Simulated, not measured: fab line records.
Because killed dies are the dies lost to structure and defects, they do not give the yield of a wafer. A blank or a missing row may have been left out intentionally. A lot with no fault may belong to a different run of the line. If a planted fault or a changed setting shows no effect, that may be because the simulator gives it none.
Matching of chambers :: flow sky130 :: 4 sister chambers for SKY_LI_CONTACT_CMP_24 on cmp-01
The step polishes, stops on PSG, t overpolish 20 s, target thk 0 nm. 4 wafers are shown with their chamber, then 12 later ones without.

WAFERS, EACH WITH ITS CHAMBER
wafer: L086.2
chamber: 0
motorCurrentA (A): 11.5

wafer: L086.4
chamber: 1
motorCurrentA (A): 11.0

wafer: L087.4
chamber: 2
motorCurrentA (A): 11.0

wafer: L087.6
chamber: 3
motorCurrentA (A): 11.3

WAFERS MISSING THEIR CHAMBER
wafer: L090.2
motorCurrentA (A): 11.9

wafer: L090.5
motorCurrentA (A): 11.4

wafer: L090.6
motorCurrentA (A): 12.0

wafer: L094.3
motorCurrentA (A): 11.6

wafer: L094.4
motorCurrentA (A): 11.4

wafer: L094.5
motorCurrentA (A): 11.3

wafer: L095.1
motorCurrentA (A): 11.3

wafer: L095.4
motorCurrentA (A): 10.3

wafer: L095.5
motorCurrentA (A): 12.0

wafer: L096.1
motorCurrentA (A): 11.9

wafer: L096.2
motorCurrentA (A): 11.0

wafer: L096.3
motorCurrentA (A): 11.0

WHICH CHAMBER EACH ONE RAN IN
wafer: L090.2
from the rows above: can't be placed: 0 or 3 or 1 or 2
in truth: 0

wafer: L090.5
from the rows above: can't be placed: 0 or 3 or 1 or 2
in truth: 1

wafer: L090.6
from the rows above: can't be placed: 0 or 3 or 1 or 2
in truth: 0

wafer: L094.3
from the rows above: can't be placed: 0 or 3 or 1 or 2
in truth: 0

wafer: L094.4
from the rows above: can't be placed: 0 or 3 or 1 or 2
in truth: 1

wafer: L094.5
from the rows above: can't be placed: 3 or 0 or 1 or 2
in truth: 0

wafer: L095.1
from the rows above: can't be placed: 3 or 0 or 1 or 2
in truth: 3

wafer: L095.4
from the rows above: can't be placed: 1 or 2 or 3 or 0
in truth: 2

wafer: L095.5
from the rows above: can't be placed: 0 or 3 or 1 or 2
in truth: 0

wafer: L096.1
from the rows above: can't be placed: 0 or 3 or 1 or 2
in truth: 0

wafer: L096.2
from the rows above: can't be placed: 1 or 2 or 3 or 0
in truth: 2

wafer: L096.3
from the rows above: can't be placed: 1 or 2 or 3 or 0
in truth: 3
Correct placement for 0 of the 12. Cannot be placed on the basis of these rows: 12; the candidates contain the true chamber in 12. Wrongly placed: 0.
How it was worked out, from the rows above alone: a wafer's distance from a chamber is the root of the sum, over the readings, of the square of ((its reading less the chamber's mean) divided by the reading's scatter). If the next closest chamber is less than 2 further off than the closest, the wafer can't be placed; otherwise it belongs to the closest. Each chamber's mean is taken over the wafers shown for it. The scatter: with one shown wafer a chamber, the root of the mean of the squares of how far each hidden wafer lies from its nearest shown one.
